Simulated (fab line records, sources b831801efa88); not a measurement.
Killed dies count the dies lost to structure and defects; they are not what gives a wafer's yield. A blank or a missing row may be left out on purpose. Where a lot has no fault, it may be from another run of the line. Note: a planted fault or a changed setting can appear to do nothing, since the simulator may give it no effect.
Matching of chambers	flow gf180mcu	hdpcvd-01 running GF_CONTACT_CVD_00: 3 sister chambers
The step deposits SiO2, target thk 300 nm, time 50 s. 14 wafers are shown with their chamber, then 7 later ones without.

== EACH WAFER AND ITS CHAMBER ==
wafer	chamber	sih4_flow_sccm (sccm)	susceptor_temp_C (C)
L775.3	1	60.01	400.01
L775.5	2	59.89	400.04
L775.6	0	59.95	400.05
L777.1	2	60.13	400.09
L777.3	0	59.94	400.11
L777.6	2	60.12	400.32
L778.1	0	60.17	399.96
L778.3	1	60.01	400.07
L778.4	0	59.89	399.82
L779.1	1	60.12	400.21
L779.2	2	59.92	400.12
L779.6	0	59.55	399.84
L787.2	2	60.11	399.71
L787.3	1	60.07	400.19

SIGNATURES, as means of the wafers listed above
reading	chamber 0	chamber 1	chamber 2	scatter within a chamber
sih4_flow_sccm	59.9000	60.0525	60.0340	0.155
susceptor_temp_C	399.9560	400.1200	400.0560	0.162
Rule: for a wafer and a chamber, the distance is found by dividing, reading by reading, the gap between the wafer's reading and the chamber's mean by the reading's scatter, squaring, summing and taking the root. The wafer belongs to the nearest chamber; if the next one is less than 2 further off, it can't be placed. How the scatter is found: for the shown wafers, subtract from each reading the mean of its chamber, square and add these, divide the total by (wafers less chambers), then take the root.

== WAFERS WITH NO CHAMBER GIVEN ==
wafer	sih4_flow_sccm (sccm)	susceptor_temp_C (C)
L787.4	60.06	399.74
L789.2	59.78	399.72
L789.4	60.15	399.94
L789.6	60.10	399.66
L791.1	59.97	399.91
L791.4	60.03	399.71
L791.6	60.05	399.87

== EACH ONE'S CHAMBER ==
wafer	from the rows above	in truth
L787.4	can't be placed: 0 or 2 or 1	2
L789.2	can't be placed: 0 or 2 or 1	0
L789.4	can't be placed: 2 or 1 or 0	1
L789.6	can't be placed: 0 or 2 or 1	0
L791.1	can't be placed: 0 or 2 or 1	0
L791.4	can't be placed: 0 or 2 or 1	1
L791.6	can't be placed: 0 or 2 or 1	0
Placed correctly: 0 of 7. Cannot be placed on the basis of these rows: 7; the candidates contain the true chamber in 7. 0 placed wrongly.
